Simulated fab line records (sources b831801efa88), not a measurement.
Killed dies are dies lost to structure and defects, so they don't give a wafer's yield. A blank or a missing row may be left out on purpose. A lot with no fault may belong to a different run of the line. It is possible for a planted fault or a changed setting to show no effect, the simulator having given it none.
A lot that was struck, set against a sound lot + flow sfqLine + 43 out of 325 route steps
Sound: the wafers L292.2, L292.3, L292.5. The struck wafers were L303.3, L303.4, L303.6. The cause comes at the end.
Order at every step that has rows: each side's tool, ch and its chambers, its first start. Under that, the readings that differ: sound wafers + struck wafers + difference of the means + sigmas: that difference in standard deviations of wafers without a fault.
alike: words and numbers the same on both sides, and readings whose means are apart by under 2 such deviations; not compared: readings that were withheld, readings missing a value for some wafer, numbers with overlapping values and no deviation given by the record, and bounds like >300 which may hide the same value.
The two part at a step that has a row with sigmas, a row that says differs or no value, or rows on one side only. Numbers that don't overlap but have no deviation are shown without sigmas and don't part them. A reading that every wafer of one side lacks parts them only if that side has two wafers or more.

first, 7 steps without rows for these wafers: SFQ_TRILAYER_JJ_CE_STRIP_SOLV_CLEAN_121 (cleans in NMP, time 600 s); SFQ_TRILAYER_M5_LITHO_COAT_128 (resist thk 62 nm); SFQ_TRILAYER_M5_LITHO_COAT_123 (resist thk 600 nm); SFQ_TRILAYER_M5_LITHO_SOFTBAKE_127; SFQ_TRILAYER_M5_LITHO_EXPOSE_124 (exposes mask M5, target cd 700 nm); SFQ_TRILAYER_M5_LITHO_PEB_126 (peb time 60 s); SFQ_TRILAYER_M5_LITHO_DEVELOP_125 (time 60 s).
SFQ_M5_OVL_MEAS_932:
  sound on overlay-02, day 55 23:04; struck on overlay-02, day 60 11:21
  alike: M5_OVL
then, 4 steps without rows for these wafers: SFQ_TRILAYER_M5_BARC_OPEN_METAL_ETCH_161 (etches BARC in O2, target depth 125 nm, time 41.7 s); SFQ_TRILAYER_M5_ETCH_METAL_ETCH_126 (etches Nb in Cl2/BCl3, stops on SiO2, time 203.2 s, target depth 265 nm); SFQ_TRILAYER_M5_STRIP_STRIP_127 (strips in O2); SFQ_TRILAYER_M5_STRIP_SOLV_CLEAN_128 (cleans in NMP, time 600 s).
SFQ_TRILAYER_A5B_DEP_PECVD_129: deposits SiO2 from SiH4/N2O, time 133.33 s, target thk 600 nm.
  sound on pecvd-01 ch 0,1, day 56 00:07; struck on pecvd-04 ch 0,1, day 60 12:27
  no value came back on the struck wafers for chamberPressureTorr (Torr), heaterPowerOuterW (W), heaterPowerW (W), throttleValvePct (%); on the sound wafers chamberPressureTorr (Torr) reads 2.399 2.404 2.409
then, 1 step without rows for these wafers: SFQ_TRILAYER_A5B_CMP_CMP_130 (polishes, stops on Nb, target thk 340.7 nm).
SFQ_TRILAYER_A5B_METRO_MEASURE_131:
  sound on filmMetro-03, day 56 03:25; struck on filmMetro-04, day 60 15:56
then, 1 step without rows for these wafers: SFQ_TRILAYER_R5_DEP_SPUTTER_132 (material Ti, target thk 5 nm, time 5 s).
SFQ_TRILAYER_R5_DEP_SPUTTER_133: material MoNx, target thk 40 nm, time 66.7 s.
  sound on pvdSputter-03, day 56 04:26; struck on pvdSputter-03, day 60 16:46
  alike: throttleValvePct
SFQ_TRILAYER_R5_DEP_SPUTTER_134: material Ti, target thk 5 nm, time 5 s.
  sound on pvdSputter-03, day 56 04:29; struck on pvdSputter-03, day 60 16:49
  alike: throttleValvePct
SFQ_R5_RS_MEAS_933: measures by four-point-probe.
  sound on filmMetro-01, day 56 04:31; struck on filmMetro-03, day 60 16:52
  alike: R5_MONX_RS
SFQ_R5_THK_MEAS_934: measures by xrf.
  sound on filmMetro-01, day 56 04:38; struck on filmMetro-03, day 60 16:58
  alike: R5_MONX_THK
then, 6 steps without rows for these wafers: SFQ_TRILAYER_R5_LITHO_COAT_141 (resist thk 62 nm); SFQ_TRILAYER_R5_LITHO_COAT_136 (resist thk 600 nm); SFQ_TRILAYER_R5_LITHO_SOFTBAKE_140; SFQ_TRILAYER_R5_LITHO_EXPOSE_137 (exposes mask R5, target cd 500 nm); SFQ_TRILAYER_R5_LITHO_PEB_139 (peb time 60 s); SFQ_TRILAYER_R5_LITHO_DEVELOP_138 (time 60 s).
-- the record jumps here: 6 days lie between the struck wafers' starts before and after --
SFQ_R5_OVL_MEAS_935:
  sound on overlay-01, day 62 18:33; struck on overlay-02, day 66 17:29
  alike: R5_OVL
SFQ_TRILAYER_R5_BARC_OPEN_METAL_ETCH_177: etches BARC in O2, target depth 125 nm, time 41.7 s.
  sound on rieMetal-01 ch 0,1, day 62 18:35; struck on rieMetal-04 ch 0,1, day 66 17:32
  alike: drypumpMotorCurrentA, oesProductAu
  not compared: rfHoursCounterH
SFQ_TRILAYER_R5_ETCH_METAL_ETCH_139: etches the open film in Cl2, stops on SiO2, target depth 60 nm, time 40 s.
  sound on rieMetal-01 ch 0,1, day 62 18:38; struck on rieMetal-04 ch 0,1, day 66 17:35
  alike: drypumpMotorCurrentA, oesProductAu
  not compared: rfHoursCounterH
then, 9 steps without rows for these wafers: SFQ_TRILAYER_R5_STRIP_STRIP_140 (strips in O2); SFQ_TRILAYER_R5_STRIP_SOLV_CLEAN_141 (cleans in NMP, time 600 s); SFQ_TRILAYER_A5C_DEP_PECVD_142 (deposits SiO2 from SiH4/N2O, time 15.556 s, target thk 70 nm); SFQ_TRILAYER_I5_LITHO_COAT_149 (resist thk 62 nm); SFQ_TRILAYER_I5_LITHO_COAT_144 (resist thk 650 nm); SFQ_TRILAYER_I5_LITHO_SOFTBAKE_148; SFQ_TRILAYER_I5_LITHO_EXPOSE_145 (exposes mask I5, target cd 700 nm); SFQ_TRILAYER_I5_LITHO_PEB_147 (peb time 60 s); SFQ_TRILAYER_I5_LITHO_DEVELOP_146 (time 60 s).
-- the record jumps here: 6 days lie between the struck wafers' starts before and after --
SFQ_I5_OVL_MEAS_936:
  sound on overlay-02, day 68 10:43; struck on overlay-02, day 72 13:25
  alike: I5_OVL
then, 2 steps without rows for these wafers: SFQ_TRILAYER_I5_BARC_OPEN_VIA_ETCH_200 (etches BARC in O2, target depth 125 nm, time 41.7 s); SFQ_TRILAYER_I5_ETCH_VIA_ETCH_147 (etches the open film in CHF3, stops on Nb, target depth 360 nm).
SFQ_TRILAYER_I5_STRIP_STRIP_148: strips in O2.
  sound on rieMetal-04 ch 0,1, day 68 10:56; struck on rieMetal-03 ch 0,1, day 72 13:49
  alike: drypumpMotorCurrentA, oesProductAu
  not compared: rfHoursCounterH
-- the record jumps here: 17 days lie between the struck wafers' starts before and after --
SFQ_M8_BOW_MEAS_951:
  sound on filmMetro-01, day 84 05:37; struck on filmMetro-02, day 89 12:44
| reading                | sound             | struck            | difference | sigmas |
|------------------------|-------------------|-------------------|------------|--------|
| model.etest.i5.linkOhm | 2.294 2.254 2.275 | 2.087 2.095 2.108 | -0.178     |        |
  alike: M8_BOW

WHERE THEY PART
SFQ_TRILAYER_A5B_DEP_PECVD_129 only, going by this record. Later steps at which nothing parts them and some readings are alike: SFQ_TRILAYER_R5_DEP_SPUTTER_133, SFQ_TRILAYER_R5_DEP_SPUTTER_134, SFQ_R5_RS_MEAS_933, SFQ_R5_THK_MEAS_934, SFQ_R5_OVL_MEAS_935, SFQ_TRILAYER_R5_BARC_OPEN_METAL_ETCH_177, SFQ_TRILAYER_R5_ETCH_METAL_ETCH_139, SFQ_I5_OVL_MEAS_936, SFQ_TRILAYER_I5_STRIP_STRIP_148, SFQ_M8_BOW_MEAS_951.

WHY: what the simulator had put in
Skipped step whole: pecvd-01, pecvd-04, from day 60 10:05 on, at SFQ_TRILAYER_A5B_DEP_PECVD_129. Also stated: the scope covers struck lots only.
